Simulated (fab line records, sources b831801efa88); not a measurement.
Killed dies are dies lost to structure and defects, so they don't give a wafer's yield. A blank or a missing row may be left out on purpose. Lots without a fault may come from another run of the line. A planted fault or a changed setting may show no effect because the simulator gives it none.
Chamber matching | flow gf180mcu | GF_CONTACT_ETCH_16 on rie_diel-02: 4 sister chambers
The step etches BARC in N2/H2. 14 wafers are shown with their chamber, then 7 later ones without.

WAFERS WITH THEIR CHAMBER
wafer  | chamber | oes_product_au (a.u.) | throttle_valve_pct (%)
L253.1 | 0       | 0.851                 | 13.225
L253.2 | 3       | 0.854                 | 13.221
L253.3 | 1       | 0.857                 | 13.216
L255.1 | 2       | 0.860                 | 13.219
L255.2 | 1       | 0.861                 | 13.246
L255.5 | 0       | 0.856                 | 13.237
L256.2 | 2       | 0.859                 | 13.227
L256.3 | 1       | 0.854                 | 13.217
L256.5 | 0       | 0.850                 | 13.236
L258.1 | 2       | 0.860                 | 13.235
L258.2 | 3       | 0.848                 | 13.208
L258.4 | 0       | 0.854                 | 13.231
L260.1 | 3       | 0.854                 | 13.225
L260.2 | 2       | 0.846                 | 13.225

SIGNATURES (means of the wafers above)
reading            | chamber 0 | chamber 1 | chamber 2 | chamber 3 | scatter within a chamber
oes_product_au     | 0.85275   | 0.85733   | 0.85625   | 0.85200   | 0.00461
throttle_valve_pct | 13.23225  | 13.22633  | 13.22650  | 13.21800  | 0.0098
Rule: a wafer's distance from a chamber is the root of the sum, over the readings, of the square of ((its reading less the chamber's mean) divided by the reading's scatter). The wafer belongs to the nearest chamber; if the next one is less than 2 further off, it can't be placed. The scatter: the root of (the sum of the squares of (reading less its chamber's mean) over the shown wafers, divided by (wafers less chambers)).

WAFERS WITHOUT THEIR CHAMBER
wafer  | oes_product_au (a.u.) | throttle_valve_pct (%)
L260.5 | 0.859                 | 13.230
L263.4 | 0.859                 | 13.235
L263.5 | 0.853                 | 13.229
L263.6 | 0.862                 | 13.220
L264.2 | 0.860                 | 13.221
L264.3 | 0.861                 | 13.220
L264.4 | 0.863                 | 13.230

WHICH CHAMBER EACH WENT THROUGH
wafer  | from the rows above               | in truth
L260.5 | can't be placed: 1 or 2 or 0 or 3 | 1
L263.4 | can't be placed: 1 or 2 or 0 or 3 | 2
L263.5 | can't be placed: 0 or 2 or 1 or 3 | 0
L263.6 | can't be placed: 1 or 2 or 3 or 0 | 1
L264.2 | can't be placed: 1 or 2 or 3 or 0 | 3
L264.3 | can't be placed: 1 or 2 or 3 or 0 | 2
L264.4 | can't be placed: 1 or 2 or 0 or 3 | 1
Placed correctly: 0 of 7. Can't be placed from these rows: 7 (the true chamber is among the candidates in 7). Placed wrongly: 0.
